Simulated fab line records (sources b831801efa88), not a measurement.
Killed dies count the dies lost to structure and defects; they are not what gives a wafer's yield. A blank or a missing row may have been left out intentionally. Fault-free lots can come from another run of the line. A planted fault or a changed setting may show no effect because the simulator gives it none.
Tool commonality check :: flow sky130 :: Sample size 12 lots and 36 wafers

## WHAT PROMPTED THE OPENING
2 of 12 lots carry a flag on the reading GATE_OXIDE_TW at SKY_GATE_OXIDE_TW_MEAS_14. Wafers without a fault read 223.9, standard deviation 2.5.
Rule: flag the lot when none of its wafers has a number, or when each of its wafers that has one lies beyond 4 standard deviations from that mean. The other lots count as sound.

lot: L784
measured: day 13 19:13
on: film metro-01
GATE_OXIDE_TW, wafer by wafer: 220.1 220.3 221.6
flag: 

lot: L785
measured: day 13 21:37
on: film metro-03
GATE_OXIDE_TW, wafer by wafer: 224.1 223.1 223.7
flag: 

lot: L787
measured: day 14 15:08
on: film metro-04
GATE_OXIDE_TW, wafer by wafer: 227.2 227.2 226.9
flag: 

lot: L788
measured: day 15 00:52
on: film metro-04
GATE_OXIDE_TW, wafer by wafer: 225.6 226.5 226.8
flag: 

lot: L791
measured: day 16 08:08
on: film metro-01
GATE_OXIDE_TW, wafer by wafer: 222.5 223.6 221.3
flag: 

lot: L797
measured: day 19 14:13
on: film metro-04
GATE_OXIDE_TW, wafer by wafer: 277.5 278.6 277.9
flag: FLAGGED

lot: L799
measured: day 19 19:17
on: film metro-04
GATE_OXIDE_TW, wafer by wafer: 276.8 278.1 277.1
flag: FLAGGED

lot: L800
measured: day 20 04:02
on: film metro-03
GATE_OXIDE_TW, wafer by wafer: 221.4 222.7 222.2
flag: 

lot: L802
measured: day 20 12:35
on: film metro-04
GATE_OXIDE_TW, wafer by wafer: 226.7 226.9 226.4
flag: 

lot: L803
measured: day 20 20:05
on: film metro-04
GATE_OXIDE_TW, wafer by wafer: 225.6 225.8 226.2
flag: 

lot: L804
measured: day 21 00:25
on: film metro-04
GATE_OXIDE_TW, wafer by wafer: 226.2 227.0 227.5
flag: 

lot: L807
measured: day 22 00:51
on: film metro-01
GATE_OXIDE_TW, wafer by wafer: 220.1 221.1 220.9
flag: 
The numbers of the flagged lots are 277.7 on average: +53.8 against the usual, or +22 standard deviations.

## EACH LOT AND THE TOOL IT RAN ON
The record holds 2 process steps before the reading, out of a route of 708 steps. Cell contents, in order: the tool; ch with the chambers the sampled wafers went through; the start.
lot: L784
flag: 
SKY_VT_ADJUST_LVTN_STRIP_20: plasma asher-04 ch 0,1, day 7 17:14
SKY_GATE_OXIDE_IMPLANT_11: implanter-03 ch 0, day 13 18:52

lot: L785
flag: 
SKY_VT_ADJUST_LVTN_STRIP_20: plasma asher-04 ch 0,1, day 7 21:38
SKY_GATE_OXIDE_IMPLANT_11: implanter-03 ch 0, day 13 21:17

lot: L787
flag: 
SKY_VT_ADJUST_LVTN_STRIP_20: plasma asher-01 ch 0,1, day 8 09:08
SKY_GATE_OXIDE_IMPLANT_11: implanter-01 ch 0, day 14 14:47

lot: L788
flag: 
SKY_VT_ADJUST_LVTN_STRIP_20: plasma asher-01 ch 0,1, day 8 16:23
SKY_GATE_OXIDE_IMPLANT_11: implanter-01 ch 0, day 15 00:31

lot: L791
flag: 
SKY_VT_ADJUST_LVTN_STRIP_20: plasma asher-04 ch 0, day 9 17:05
SKY_GATE_OXIDE_IMPLANT_11: implanter-03 ch 0, day 16 07:48

lot: L797
flag: FLAGGED
SKY_VT_ADJUST_LVTN_STRIP_20: plasma asher-03 ch 0,1, day 12 07:24
SKY_GATE_OXIDE_IMPLANT_11: implanter-02 ch 0, day 19 13:26

lot: L799
flag: FLAGGED
SKY_VT_ADJUST_LVTN_STRIP_20: plasma asher-04 ch 0, day 12 11:23
SKY_GATE_OXIDE_IMPLANT_11: implanter-02 ch 0, day 19 18:37

lot: L800
flag: 
SKY_VT_ADJUST_LVTN_STRIP_20: plasma asher-04 ch 0,1, day 12 12:53
SKY_GATE_OXIDE_IMPLANT_11: implanter-01 ch 0, day 20 03:41

lot: L802
flag: 
SKY_VT_ADJUST_LVTN_STRIP_20: plasma asher-03 ch 0,1, day 12 21:32
SKY_GATE_OXIDE_IMPLANT_11: implanter-02 ch 0, day 20 12:14

lot: L803
flag: 
SKY_VT_ADJUST_LVTN_STRIP_20: plasma asher-03 ch 0,1, day 13 09:37
SKY_GATE_OXIDE_IMPLANT_11: implanter-01 ch 0, day 20 19:43

lot: L804
flag: 
SKY_VT_ADJUST_LVTN_STRIP_20: plasma asher-04 ch 0,1, day 13 11:52
SKY_GATE_OXIDE_IMPLANT_11: implanter-01 ch 0, day 21 00:06

lot: L807
flag: 
SKY_VT_ADJUST_LVTN_STRIP_20: plasma asher-04 ch 0,1, day 14 08:15
SKY_GATE_OXIDE_IMPLANT_11: implanter-01 ch 0, day 22 00:31
What is done by these steps:
- SKY_VT_ADJUST_LVTN_STRIP_20: strips in O2/N2.
- SKY_GATE_OXIDE_IMPLANT_11
- SKY_GATE_OXIDE_TW_MEAS_14

## FLAGGED AGAINST TOTAL, ONE TOOL AT A TIME (gauges that did the reading follow at the end)
step: SKY_VT_ADJUST_LVTN_STRIP_20
tool: plasma asher-01
lots run: 2
flagged: 0
share of the flagged lots: none
sound lots run after its first flagged lot: -

step: SKY_VT_ADJUST_LVTN_STRIP_20
tool: plasma asher-03
lots run: 3
flagged: 1
share of the flagged lots: some
sound lots run after its first flagged lot: 2 (L802,L803)

step: SKY_VT_ADJUST_LVTN_STRIP_20
tool: plasma asher-04
lots run: 7
flagged: 1
share of the flagged lots: some
sound lots run after its first flagged lot: 3 (L800,L804,L807)

step: SKY_GATE_OXIDE_IMPLANT_11
tool: implanter-01
lots run: 6
flagged: 0
share of the flagged lots: none
sound lots run after its first flagged lot: -

step: SKY_GATE_OXIDE_IMPLANT_11
tool: implanter-02
lots run: 3
flagged: 2
share of the flagged lots: all
sound lots run after its first flagged lot: 1 (L802)

step: SKY_GATE_OXIDE_IMPLANT_11
tool: implanter-03
lots run: 3
flagged: 0
share of the flagged lots: none
sound lots run after its first flagged lot: -

step: SKY_GATE_OXIDE_TW_MEAS_14
tool: film metro-01
lots run: 3
flagged: 0
share of the flagged lots: none
sound lots run after its first flagged lot: -

step: SKY_GATE_OXIDE_TW_MEAS_14
tool: film metro-03
lots run: 2
flagged: 0
share of the flagged lots: none
sound lots run after its first flagged lot: -

step: SKY_GATE_OXIDE_TW_MEAS_14
tool: film metro-04
lots run: 7
flagged: 2
share of the flagged lots: all
sound lots run after its first flagged lot: 3 (L802,L803,L804)

## WHAT IS ALLOWED BY THE TABLE
implanter-02 at SKY_GATE_OXIDE_IMPLANT_11 and film metro-04 at SKY_GATE_OXIDE_TW_MEAS_14 are the 2 rows of the table that ran each flagged lot.
- implanter-02 at SKY_GATE_OXIDE_IMPLANT_11 ran 3 lots, 2 of them flagged. After the first flagged lot (L802), sound lots still ran on it; a lasting fault on the whole tool would not permit that.
- film metro-04 at SKY_GATE_OXIDE_TW_MEAS_14 ran 7 lots, 2 of them flagged. After the first flagged lot (L802, L803, L804), sound lots still ran on it; a lasting fault on the whole tool would not permit that.
None of the table's rows ran every flagged lot and, after the first, no sound lot.

## WHAT THE SIMULATOR HAD INSERTED
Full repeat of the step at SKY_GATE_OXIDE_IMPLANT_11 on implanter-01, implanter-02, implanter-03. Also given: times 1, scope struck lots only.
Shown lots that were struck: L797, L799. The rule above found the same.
